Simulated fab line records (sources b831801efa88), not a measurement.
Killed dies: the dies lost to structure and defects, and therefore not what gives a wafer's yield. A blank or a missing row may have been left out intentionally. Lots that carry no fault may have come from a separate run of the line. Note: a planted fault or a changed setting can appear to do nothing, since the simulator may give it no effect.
What tool caused it? + flow gf180mcu + 13 lots with 39 wafers sampled at 3 steps, on a route of 602 steps

WHAT THE GAUGES READ, wafer by wafer
GF_DNWELL_TW_MEAS_09. Usual: DNWELL_TW gives 1353 (standard deviation 7.9).
| lot  | measured    | on            | DNWELL_TW      | flag |
|------|-------------|---------------|----------------|------|
| L163 | day 2 19:26 | film_metro-03 | 1355 1360 1360 |      |
| L164 | day 3 02:15 | film_metro-04 | 1355 1357 1360 |      |
| L166 | day 3 10:29 | film_metro-03 | 1350 1349 1348 |      |
| L168 | day 3 20:42 | film_metro-03 | 1347 1348 1342 |      |
| L171 | day 4 14:14 | film_metro-01 | 1332 1332 1340 |      |
| L172 | day 4 17:19 | film_metro-03 | 1346 1346 1349 |      |
| L173 | day 4 23:59 | film_metro-04 | 1349 1357 1353 |      |
| L174 | day 5 08:12 | film_metro-01 | 1347 1355 1345 |      |
| L177 | day 5 20:55 | film_metro-04 | 1345 1344 1349 |      |
| L179 | day 6 09:09 | film_metro-01 | 1365 1357 1357 |      |
| L182 | day 6 23:11 | film_metro-01 | 1363 1360 1358 |      |
| L183 | day 7 06:15 | film_metro-04 | 1528 1526 1526 | OFF  |
| L186 | day 7 19:58 | film_metro-04 | 1527 1527 1531 | OFF  |

GF_M2_OVL_MEAS_15. Usual: M2_OVL gives -1 nm (standard deviation 5.6).
| lot  | measured     | on         | M2_OVL (nm) | flag |
|------|--------------|------------|-------------|------|
| L163 | day 19 03:41 | overlay-01 | -2 1 0      |      |
| L164 | day 19 14:39 | overlay-01 | 3 8 14      |      |
| L166 | day 20 03:56 | overlay-02 | -2 0 3      |      |
| L168 | day 21 04:31 | overlay-02 | -7 -11 -5   |      |
| L171 | day 22 05:47 | overlay-01 | 5 3 0       |      |
| L172 | day 22 16:25 | overlay-01 | 2 -10 0     |      |
| L173 | day 23 01:23 | overlay-01 | 8 5 9       |      |
| L174 | day 23 11:22 | overlay-02 | 3 -4 4      |      |
| L177 | day 24 08:29 | overlay-01 | 2 2 6       |      |
| L179 | day 25 01:57 | overlay-02 | -8 -7 -14   |      |
| L182 | day 25 21:15 | overlay-02 | -3 -3 -3    |      |
| L183 | day 26 04:58 | overlay-02 | -6 -8 -12   |      |
| L186 | day 26 22:52 | overlay-01 | 2 2 6       |      |

WHICH TOOL RAN EACH LOT (tool, then ch and the chambers of the sampled wafers, then the start)
| lot  | GF_DNWELL_IMPLANT_07           |
|------|--------------------------------|
| L163 | implanter-02 ch 0, day 2 19:11 |
| L164 | implanter-02 ch 0, day 3 02:01 |
| L166 | implanter-02 ch 0, day 3 10:14 |
| L168 | implanter-01 ch 0, day 3 20:29 |
| L171 | implanter-02 ch 0, day 4 14:01 |
| L172 | implanter-02 ch 0, day 4 17:05 |
| L173 | implanter-01 ch 0, day 4 23:46 |
| L174 | implanter-02 ch 0, day 5 07:58 |
| L177 | implanter-01 ch 0, day 5 20:40 |
| L179 | implanter-02 ch 0, day 6 08:55 |
| L182 | implanter-02 ch 0, day 6 22:56 |
| L183 | implanter-01 ch 0, day 7 06:01 |
| L186 | implanter-01 ch 0, day 7 19:46 |
- GF_DNWELL_IMPLANT_07

WHAT THE TOOLS THEMSELVES READ (means of the sampled wafers that have a number; where no wafer has one, the mark that the record gives instead)
GF_DNWELL_IMPLANT_07. Usual: tilt_deg -0.001 degrees, standard deviation 0.019.
| lot  | tool         | tilt_deg (degrees) | flag |
|------|--------------|--------------------|------|
| L163 | implanter-02 | -0.003             |      |
| L164 | implanter-02 | -0.024             |      |
| L166 | implanter-02 | -0.005             |      |
| L168 | implanter-01 | 0.010              |      |
| L171 | implanter-02 | -0.015             |      |
| L172 | implanter-02 | 0.003              |      |
| L173 | implanter-01 | 0.002              |      |
| L174 | implanter-02 | 0.001              |      |
| L177 | implanter-01 | 0.010              |      |
| L179 | implanter-02 | -0.009             |      |
| L182 | implanter-02 | -0.003             |      |
| L183 | implanter-01 | 6.381              | OFF  |
| L186 | implanter-01 | 6.409              | OFF  |

THE ANSWER, worked out from the rows above alone
Rule: a lot counts as off when the mean over its wafers that have a number is more than 3 standard deviations away from the usual mean. A lot without any number at a reading at which 4 lots or more have one is off too. Any other lot the step has rows for is counted as sound. First the gauges in route order, then the tools' own readings, where a lot's mean is used as printed above. The first step at which some lot is off is used, and at that step the reading that is off furthest; a lot without a number counts as furthest.
Off: at GF_DNWELL_TW_MEAS_09 (DNWELL_TW), L183, L186.
If a tool, at a process step before that reading, ran all the lots that are off and no sound lot after the first of them, it fits. The gauges at GF_DNWELL_TW_MEAS_09 aren't tried: what is off there is off at GF_DNWELL_IMPLANT_07 too, on other tools, and a gauge's error can't cause that. One fits: GF_DNWELL_IMPLANT_07 on implanter-01. Its last sound lot is L177 (day 5 20:40), its first lot that is off L183 (day 7 06:01): a fault that began between those two fits.
The tool's own readings at GF_DNWELL_IMPLANT_07 bear it out: on the lots that are off they differ by more than 5 times the standard deviation of the sound lots' means. tilt_deg reads 6.395 degrees there against -0.003 degrees on the sound lots.

WHAT THE SIMULATOR HAD INSERTED
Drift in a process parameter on implanter-01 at GF_DNWELL_IMPLANT_07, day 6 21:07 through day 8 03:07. A move of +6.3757 in setting tilt_deg, from 0. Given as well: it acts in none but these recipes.
Shown lots that were struck: L183, L186. The rule given above showed the same thing.
